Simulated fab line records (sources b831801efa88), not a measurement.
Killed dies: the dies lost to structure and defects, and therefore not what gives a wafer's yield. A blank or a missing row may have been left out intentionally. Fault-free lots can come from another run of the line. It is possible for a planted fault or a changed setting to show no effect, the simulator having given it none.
A struck lot beside a sound one | flow sky130 | 16 out of 708 route steps
Sound: the wafers L884.2, L884.3, L884.5. The struck wafers were L898.4, L898.5, L898.6. At the end, the cause is stated.
At each step with rows: each side's tool, then ch and its chambers, then its first start. Under that, the readings that differ: sound wafers | struck wafers | difference of the means | sigmas: that difference in standard deviations of wafers without a fault.
alike: readings with means less than 2 such deviations apart, plus words and numbers identical on both sides. not compared: withheld readings, readings lacking a value on some wafer, bounds such as >300 that could conceal the same value, and numbers that have no deviation in the record and whose values overlap.
Wherever a step has rows on one side only, a row that says differs or no value, or a row with sigmas, the two part there. When numbers do not overlap yet have no deviation, they are printed without sigmas and do not part them. A reading that every wafer of one side lacks parts them only if that side has two wafers or more.

SKY_VT_ADJUST_HVTR_OVL_MEAS_08:
  sound on overlay-02, day 10 06:07; struck on overlay-01, day 14 22:44
  alike: VT_ADJUST_HVTR_OVL
then, 1 step without rows for these wafers: SKY_VT_ADJUST_HVTR_IMPLANT_09.
SKY_VT_ADJUST_HVTR_STRIP_10: strips in O2/N2.
  sound on plasma_asher-04 ch 0, day 10 06:17; struck on plasma_asher-01 ch 0,1, day 14 22:56
  alike: drypump_motor_current_A, oes_product_au, strip_time_to_endpoint_s
  not compared: rf_hours_counter_h
SKY_VT_ADJUST_HVTR_TW_MEAS_11:
  sound on film_metro-04, day 10 06:24; struck on film_metro-03, day 14 23:02
  reading           | sound             | struck            | difference | sigmas
  VT_ADJUST_HVTR_TW | 213.3 212.7 211.5 | 210.4 208.5 207.6 | -3.7       | -2
then, 7 steps without rows for these wafers: SKY_VT_ADJUST_PCH_DEHYDRATE_00 (time 60 s); SKY_VT_ADJUST_PCH_HMDS_01 (prime time 60 s); SKY_VT_ADJUST_PCH_COAT_02 (resist thk 3000 nm); SKY_VT_ADJUST_PCH_SOFTBAKE_03; SKY_VT_ADJUST_PCH_EXPOSE_04 (exposes mask NWM, target cd 840 nm); SKY_VT_ADJUST_PCH_PEB_05; SKY_VT_ADJUST_PCH_DEVELOP_06 (develop time 60 s).
SKY_VT_ADJUST_PCH_OVL_MEAS_07:
  sound on overlay-01, day 11 06:10; struck on overlay-02, day 16 01:35
  alike: VT_ADJUST_PCH_OVL
SKY_VT_ADJUST_PCH_IMPLANT_08:
  sound on implanter-01 ch 0, day 11 06:13; struck on implanter-01 ch 0, day 16 01:40
  reading                          | sound                      | struck                        | difference | sigmas
  beam_on_s (s)                    | 9.80 9.84 10.11            | 11.82 12.28 11.54             | +1.96      | +9
  end_station_pressure_torr (Torr) | 5.21e-06 4.78e-06 5.04e-06 | 8.893e-05 8.366e-05 8.765e-05 | +8.174e-05 | +99 or more
  faraday_current_uA               | 2.88 2.86 2.78             | 2.38 2.29 2.44                | -0.47      | -8
SKY_VT_ADJUST_PCH_STRIP_09: strips in O2/N2.
  sound on plasma_asher-03 ch 0,1, day 11 06:21; struck on plasma_asher-03 ch 0,1, day 16 01:47
  alike: drypump_motor_current_A, oes_product_au, strip_time_to_endpoint_s
  not compared: rf_hours_counter_h
SKY_VT_ADJUST_PCH_TW_MEAS_10:
  sound on film_metro-02, day 11 06:28; struck on film_metro-01, day 16 02:07
  reading          | sound             | struck            | difference | sigmas
  VT_ADJUST_PCH_TW | 144.1 144.0 143.4 | 148.7 148.6 148.7 | +4.8       | +4
  not compared: hold
-- here the record skips 34 days between the struck wafers' starts before and after, leaving off in module VT_ADJUST_PCH and picking up in module PAD_OPEN (first step shown: number 708 of the route) --
SKY_PAD_OPEN_PROBE_99:
  sound on prober-02, day 46 12:04; struck on prober-02, day 49 21:38
  reading                                   | sound                   | struck                  | difference | sigmas
  model.etest.pfet_g5v0d10v5.off_log10_a_um | -12.5 -12.29 -12.68     | -12.18 -12.22 -12.11    | +0.32      |
  model.etest.pfet_g5v0d10v5.vt_sat_v (V)   | -0.6238 -0.6104 -0.638  | -0.595 -0.6073 -0.5984  | +0.024     |
  model.etest.pfet_16v.vt_v (V)             | -1.091 -1.098 -1.091    | -1.071 -1.071 -1.072    | +0.022     |
  model.etest.pfet_g5v0d10v5.vt_long_v (V)  | -0.9187 -0.9331 -0.9258 | -0.8997 -0.8995 -0.9017 | +0.0256    |
  model.etest.pfet_01v8_lvt.vt_sat_v (V)    | -0.4433 -0.4406 -0.4369 | -0.4175 -0.4223 -0.4232 | +0.0193    |
  model.etest.pfet_01v8_lvt.vt_v (V)        | -0.5295 -0.5284 -0.5248 | -0.5121 -0.5175 -0.5187 | +0.0115    |
  model.etest.pfet_01v8_lvt.vt_long_v (V)   | -0.645 -0.6442 -0.6473  | -0.6376 -0.6385 -0.6404 | +0.0067    |
  alike: killed_at_M0_to_M3, killed_at_M4_up, killed_at_contacts, killed_at_front_end, killed_at_other, killed_dies, killed_open, killed_short
  not compared: model.etest.pfet_g5v0d10v5.vt_v

== WHERE THEY PART ==
At SKY_VT_ADJUST_HVTR_TW_MEAS_11 first; at SKY_VT_ADJUST_PCH_TW_MEAS_10 last (within this record only). Later steps at which nothing parts them and some readings are alike: SKY_PAD_OPEN_PROBE_99.

WHY: whatever the simulator had introduced
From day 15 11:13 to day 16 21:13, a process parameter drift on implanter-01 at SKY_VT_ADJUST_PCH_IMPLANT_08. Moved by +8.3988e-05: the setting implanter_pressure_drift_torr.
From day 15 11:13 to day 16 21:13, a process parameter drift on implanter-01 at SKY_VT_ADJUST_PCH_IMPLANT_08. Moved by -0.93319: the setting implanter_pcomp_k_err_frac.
